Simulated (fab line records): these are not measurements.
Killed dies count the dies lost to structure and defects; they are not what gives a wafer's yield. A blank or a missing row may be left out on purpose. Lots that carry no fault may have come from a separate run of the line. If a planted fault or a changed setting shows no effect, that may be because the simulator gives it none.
Matching of chambers | flow sky130 | SKY_CONTACT_ETCH_17 on rieDiel-02: 4 sister chambers
The step etches SiO2 in C4F8/O2/Ar, stops on Si3N4, target depth 340 nm. 4 wafers are shown with their chamber, then 7 later ones without.

## WAFERS, EACH WITH ITS CHAMBER
wafer  | chamber | oesProductAu (a.u.)
L131.1 | 1       | 0.894
L131.6 | 0       | 0.897
L139.1 | 2       | 0.889
L139.4 | 3       | 0.885

## WAFERS WITHOUT THEIR CHAMBER
wafer  | oesProductAu (a.u.)
L139.6 | 0.884
L141.1 | 0.896
L141.5 | 0.884
L141.6 | 0.896
L143.1 | 0.893
L143.3 | 0.897
L143.4 | 0.886

## THE CHAMBER EACH PASSED THROUGH
wafer  | from the rows above     | in truth
L139.6 | 3                       | 3
L141.1 | can't be placed: 0 or 1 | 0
L141.5 | 3                       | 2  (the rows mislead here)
L141.6 | can't be placed: 0 or 1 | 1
L143.1 | 1                       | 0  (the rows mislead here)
L143.3 | 0                       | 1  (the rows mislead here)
L143.4 | 3                       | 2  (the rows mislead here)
Correctly placed: 1 of 7. These rows do not allow placing 2 (true chamber among the candidates in 2). 4 placed wrongly.
How it was worked out, from the rows above alone: a wafer's distance from a chamber is the root of the sum, over the readings, of the square of ((its reading less the chamber's mean) divided by the reading's scatter). The wafer belongs to the nearest chamber; if the next one is less than 2 further off, it can't be placed. Each chamber's mean is taken over the wafers shown for it. The scatter (one wafer shown for each chamber): square how far every hidden wafer sits from the nearest shown wafer, average those squares and take the square root.
